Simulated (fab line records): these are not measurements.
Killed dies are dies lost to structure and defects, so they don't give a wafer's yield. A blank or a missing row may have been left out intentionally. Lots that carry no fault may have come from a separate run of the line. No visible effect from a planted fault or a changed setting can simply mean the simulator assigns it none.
Problem report in the 8D (eight disciplines) form, filled by code || flow sky130 || the parts of the form that need people (team, actions taken, sign-off) are left out

== 1. WHAT WENT WRONG ==
Wafers without a fault read 19.999, standard deviation 0.0054; beam energy keV at SKY_LDD_N_IMPLANT_09 reads a mean of 16.821 on 6 wafers belonging to 2 lots. That is -99 or more standard deviations from the usual mean.
The first sign was on wafer L176.2 at day 22 06:25, on implanter-04. At this step, 18 wafers from 6 lots have a number in the record. The rule behind "out" and "out of limits": a value lying over 4 standard deviations away from the usual mean. All remaining wafers that have a number are taken as sound.

== 2. WHAT IT IS AND WHAT IT IS NOT ==
{"question": "which readings at this step", "is": "beam energy keV", "is not": "-"}
{"question": "which lots", "is": "L176, L177", "is not": "L164, L169, L180, L187"}
{"question": "which wafers of those lots", "is": "all that have a number", "is not": "-"}
{"question": "read on which tools", "is": "implanter-04", "is not": "implanter-02"}
{"question": "when", "is": "from day 22 06:25", "is not": "up to then (6 sound wafers); but 6 sound wafers of L180, L187 came after"}

== 3. WHAT RULES OUT EACH SUSPECT ==
Counting: a tool at a process step up to the reading stays a suspect if it ran every lot that is out and no sound lot after the first of them.
- implanter-04 at SKY_LDD_N_IMPLANT_09: kept. It ran every lot that is out, first L176 (day 22 06:25), and no sound lot after that; its last sound lot up to then is L169 (day 19 23:50). Its own readings are out on those wafers: beam energy keV.
After counting, what remains is implanter-04 at SKY_LDD_N_IMPLANT_09.

== 4. THE CAUSE (what the simulator had put in) ==
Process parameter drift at SKY_LDD_N_IMPLANT_09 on implanter-04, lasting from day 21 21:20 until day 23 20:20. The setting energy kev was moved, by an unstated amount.
Only this tool survived the counting.

== 5. SEQUENCE OF EFFECTS, ordered by route ==
One row per reading whose mean, taken over the struck wafers that have a number, lies over 3 standard deviations from the usual. Only readings whose record carries a usual standard deviation are examined. hours: median over the lots of the time between each lot's start at the first step of this table that gives one and its start at this step. sigmas: the change, counted in usual standard deviations.
{"hours": 0, "step": "SKY_LDD_N_IMPLANT_09", "reading": "beam energy keV", "usual": 19.999, "on struck wafers": 16.821, "change": -3.178, "sigmas": "-99 or more"}
{"hours": 0, "step": "SKY_LDD_N_IMPLANT_09", "reading": "beam on s", "usual": "9.99 s", "on struck wafers": 10.56, "change": "+0.57", "sigmas": "+3.2"}
The process steps in it:
- SKY_LDD_N_IMPLANT_09

== 6. HOW IT WOULD HAVE BEEN CAUGHT EARLIER ==
In this record the first reading out of limits was taken at day 22 06:25, 9 hours after the fault began at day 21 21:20.
